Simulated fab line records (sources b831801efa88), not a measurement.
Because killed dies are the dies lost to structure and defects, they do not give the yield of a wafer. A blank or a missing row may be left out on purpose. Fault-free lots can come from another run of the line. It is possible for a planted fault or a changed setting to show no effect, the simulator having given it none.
Which tool did it? :: flow sky130 :: 39 wafers from 13 lots sampled at 4 of the route's 708 steps

WHAT EACH GAUGE READ, for each wafer
SKY_VIA2_THK_MEAS_01.
lot: L834
measured: day 35 23:00
on: film_metro-03
VIA2_HDPCVD_THK (nm): 1167 1154 1161

lot: L837
measured: day 36 19:34
on: film_metro-04
VIA2_HDPCVD_THK (nm): 1190 1172 1187

lot: L838
measured: day 37 00:37
on: film_metro-04
VIA2_HDPCVD_THK (nm): 1160 1151 1150

lot: L839
measured: day 37 02:12
on: film_metro-03
VIA2_HDPCVD_THK (nm): 1151 1154 1157

lot: L840
measured: day 37 14:13
on: film_metro-03
VIA2_HDPCVD_THK (nm): 1157 1181 1160

lot: L841
measured: day 37 17:32
on: film_metro-04
VIA2_HDPCVD_THK (nm): 1175 1161 1184

lot: L843
measured: day 38 10:53
on: film_metro-04
VIA2_HDPCVD_THK (nm): 1149 1166 1160

lot: L845
measured: day 38 20:51
on: film_metro-01
VIA2_HDPCVD_THK (nm): 1133 1169 1173

lot: L847
measured: day 39 18:02
on: film_metro-03
VIA2_HDPCVD_THK (nm): 1184 1181 1190

lot: L848
measured: day 39 16:41
on: film_metro-04
VIA2_HDPCVD_THK (nm): 1186 1158 1176

lot: L849
measured: day 40 00:58
on: film_metro-03
VIA2_HDPCVD_THK (nm): 1193 1172 1146

lot: L856
measured: day 42 00:13
on: film_metro-03
VIA2_HDPCVD_THK (nm): 1163 1162 1158

lot: L857
measured: day 42 04:07
on: film_metro-01
VIA2_HDPCVD_THK (nm): 1161 1140 1174

SKY_CAPM_THK_MEAS_01.
lot: L834
measured: day 37 03:34
on: film_metro-03
CAPM_CVD_00_THK (nm): 15.47 15.61 15.81

lot: L837
measured: day 38 00:21
on: film_metro-04
CAPM_CVD_00_THK (nm): 15.66 15.34 15.82

lot: L838
measured: day 38 04:44
on: film_metro-04
CAPM_CVD_00_THK (nm): 15.03 15.35 15.23

lot: L839
measured: day 38 06:30
on: film_metro-04
CAPM_CVD_00_THK (nm): 15.62 15.34 15.51

lot: L840
measured: day 38 17:39
on: film_metro-04
CAPM_CVD_00_THK (nm): 15.46 15.52 15.50

lot: L841
measured: day 38 21:22
on: film_metro-02
CAPM_CVD_00_THK (nm): 15.29 15.79 15.97

lot: L843
measured: day 39 13:23
on: film_metro-04
CAPM_CVD_00_THK (nm): 15.38 15.34 15.71

lot: L845
measured: day 39 23:30
on: film_metro-03
CAPM_CVD_00_THK (nm): 15.42 15.46 15.35

lot: L847
measured: day 40 20:11
on: film_metro-03
CAPM_CVD_00_THK (nm): 15.10 15.49 15.24

lot: L848
measured: day 40 19:06
on: film_metro-03
CAPM_CVD_00_THK (nm): 15.26 14.98 15.47

lot: L849
measured: day 41 03:23
on: film_metro-03
CAPM_CVD_00_THK (nm): 15.81 15.56 16.34

lot: L856
measured: day 43 01:40
on: film_metro-04
CAPM_CVD_00_THK (nm): 15.52 15.96 15.62

lot: L857
measured: day 43 05:53
on: film_metro-03
CAPM_CVD_00_THK (nm): 15.24 15.57 16.45

EACH LOT AND THE TOOL THAT RAN IT (in order: tool; ch and the chambers of the sampled wafers; start)
lot: L834
SKY_LDD_N_IMPLANT_13: implanter-01 ch 0, day 18 16:25
SKY_METAL2_ETCH_18: rie_metal-03 ch 0,1, day 35 22:06

lot: L837
SKY_LDD_N_IMPLANT_13: implanter-04 ch 0, day 19 14:33
SKY_METAL2_ETCH_18: rie_metal-01 ch 0,1, day 36 18:41

lot: L838
SKY_LDD_N_IMPLANT_13: implanter-02 ch 0, day 19 20:44
SKY_METAL2_ETCH_18: rie_metal-02 ch 0,1, day 36 23:40

lot: L839
SKY_LDD_N_IMPLANT_13: implanter-01 ch 0, day 19 23:53
SKY_METAL2_ETCH_18: rie_metal-02 ch 0,1, day 37 01:19

lot: L840
SKY_LDD_N_IMPLANT_13: implanter-01 ch 0, day 20 12:25
SKY_METAL2_ETCH_18: rie_metal-02 ch 0,1, day 37 13:16

lot: L841
SKY_LDD_N_IMPLANT_13: implanter-01 ch 0, day 20 17:27
SKY_METAL2_ETCH_18: rie_metal-01 ch 0,1, day 37 16:40

lot: L843
SKY_LDD_N_IMPLANT_13: implanter-02 ch 0, day 21 14:52
SKY_METAL2_ETCH_18: rie_metal-02 ch 0,1, day 38 09:58

lot: L845
SKY_LDD_N_IMPLANT_13: implanter-02 ch 0, day 22 04:01
SKY_METAL2_ETCH_18: rie_metal-03 ch 0,1, day 38 19:58

lot: L847
SKY_LDD_N_IMPLANT_13: implanter-01 ch 0, day 22 17:28
SKY_METAL2_ETCH_18: rie_metal-01 ch 0,1, day 39 17:08

lot: L848
SKY_LDD_N_IMPLANT_13: implanter-04 ch 0, day 22 22:38
SKY_METAL2_ETCH_18: rie_metal-01 ch 1, day 39 15:49

lot: L849
SKY_LDD_N_IMPLANT_13: implanter-01 ch 0, day 23 12:10
SKY_METAL2_ETCH_18: rie_metal-01 ch 0,1, day 40 00:04

lot: L856
SKY_LDD_N_IMPLANT_13: implanter-04 ch 0, day 25 22:01
SKY_METAL2_ETCH_18: rie_metal-01 ch 0,1, day 41 23:18

lot: L857
SKY_LDD_N_IMPLANT_13: implanter-04 ch 0, day 26 01:44
SKY_METAL2_ETCH_18: rie_metal-02 ch 0,1, day 42 03:11
- SKY_LDD_N_IMPLANT_13
- SKY_METAL2_ETCH_18: etches BARC in N2/H2, stops on SiO2, time 45.9 s, target depth 60 nm.

WHAT THE TOOLS THEMSELVES READ (means of the sampled wafers that have a number; where no wafer has one, the mark that the record gives instead)
SKY_LDD_N_IMPLANT_13.
lot: L834
tool: implanter-01
beam_energy_keV: 50.002

lot: L837
tool: implanter-04
beam_energy_keV: 49.990

lot: L838
tool: implanter-02
beam_energy_keV: 50.010

lot: L839
tool: implanter-01
beam_energy_keV: 49.985

lot: L840
tool: implanter-01
beam_energy_keV: 50.017

lot: L841
tool: implanter-01
beam_energy_keV: 50.007

lot: L843
tool: implanter-02
beam_energy_keV: 50.007

lot: L845
tool: implanter-02
beam_energy_keV: 49.989

lot: L847
tool: implanter-01
beam_energy_keV: 55.431

lot: L848
tool: implanter-04
beam_energy_keV: 49.996

lot: L849
tool: implanter-01
beam_energy_keV: 55.432

lot: L856
tool: implanter-04
beam_energy_keV: 50.008

lot: L857
tool: implanter-04
beam_energy_keV: 49.991

SKY_METAL2_ETCH_18.
lot: L834
tool: rie_metal-03
drypump_motor_current_A (A): 5.5
oes_product_au (a.u.): 0.855
throttle_valve_pct (%): 13.223

lot: L837
tool: rie_metal-01
drypump_motor_current_A (A): 5.7
oes_product_au (a.u.): 0.848
throttle_valve_pct (%): 13.226

lot: L838
tool: rie_metal-02
drypump_motor_current_A (A): 6.0
oes_product_au (a.u.): 0.852
throttle_valve_pct (%): 13.224

lot: L839
tool: rie_metal-02
drypump_motor_current_A (A): 6.0
oes_product_au (a.u.): 0.850
throttle_valve_pct (%): 13.223

lot: L840
tool: rie_metal-02
drypump_motor_current_A (A): 6.1
oes_product_au (a.u.): 0.856
throttle_valve_pct (%): 13.227

lot: L841
tool: rie_metal-01
drypump_motor_current_A (A): 5.7
oes_product_au (a.u.): 0.859
throttle_valve_pct (%): 13.225

lot: L843
tool: rie_metal-02
drypump_motor_current_A (A): 6.0
oes_product_au (a.u.): 0.853
throttle_valve_pct (%): 13.226

lot: L845
tool: rie_metal-03
drypump_motor_current_A (A): 5.5
oes_product_au (a.u.): 0.856
throttle_valve_pct (%): 13.222

lot: L847
tool: rie_metal-01
drypump_motor_current_A (A): 5.6
oes_product_au (a.u.): 0.857
throttle_valve_pct (%): 13.225

lot: L848
tool: rie_metal-01
drypump_motor_current_A (A): 5.9
oes_product_au (a.u.): 0.864
throttle_valve_pct (%): 13.226

lot: L849
tool: rie_metal-01
drypump_motor_current_A (A): 5.4
oes_product_au (a.u.): 0.849
throttle_valve_pct (%): 13.227

lot: L856
tool: rie_metal-01
drypump_motor_current_A (A): 5.6
oes_product_au (a.u.): 0.855
throttle_valve_pct (%): 13.219

lot: L857
tool: rie_metal-02
drypump_motor_current_A (A): 6.0
oes_product_au (a.u.): 0.855
throttle_valve_pct (%): 13.226

THE ANSWER, worked out from the rows above alone
Rule: the usual values come from the lots themselves. The widest of any qualifying gaps counts: lots, ordered by their means at a reading, are off when they make up no more than a third of the lots, leave a main group of 4 or more, and stand apart from it by 3 or more times the standard deviation of that group's means. Not used: any main group whose means are identical at the precision the tables above print for the reading. A lot without any number at a reading at which 4 lots or more have one is off too. All remaining lots with rows at the step are treated as sound. First the gauges in route order, then the tools' own readings, where a lot's mean is used as printed above. The first step at which some lot is off is used, and at that step the reading that is off furthest; a lot without a number counts as furthest.
Off at SKY_LDD_N_IMPLANT_13 (beam_energy_keV): L847, L849. For the main group the mean is 50.000 and the standard deviation 0.01.
A tool fits if, at that step or a process step before it, it ran every lot that is off, and no sound lot after the first of them. One candidate fits, namely implanter-01 at SKY_LDD_N_IMPLANT_13. A fault onset in the window from L841 (day 20 17:27, its last sound lot) to L847 (day 22 17:28, its first lot off) fits.
The tool's own readings at SKY_LDD_N_IMPLANT_13 bear it out: on the lots that are off they differ by more than 5 times the standard deviation of the sound lots' means. beam_energy_keV reads 55.431 there against 50.000 on the sound lots.

WHAT THE SIMULATOR PUT IN
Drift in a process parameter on implanter-01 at SKY_LDD_N_IMPLANT_13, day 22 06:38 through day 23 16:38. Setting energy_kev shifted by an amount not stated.
Struck lots among those shown: L847, L849. The rule given above showed the same thing.
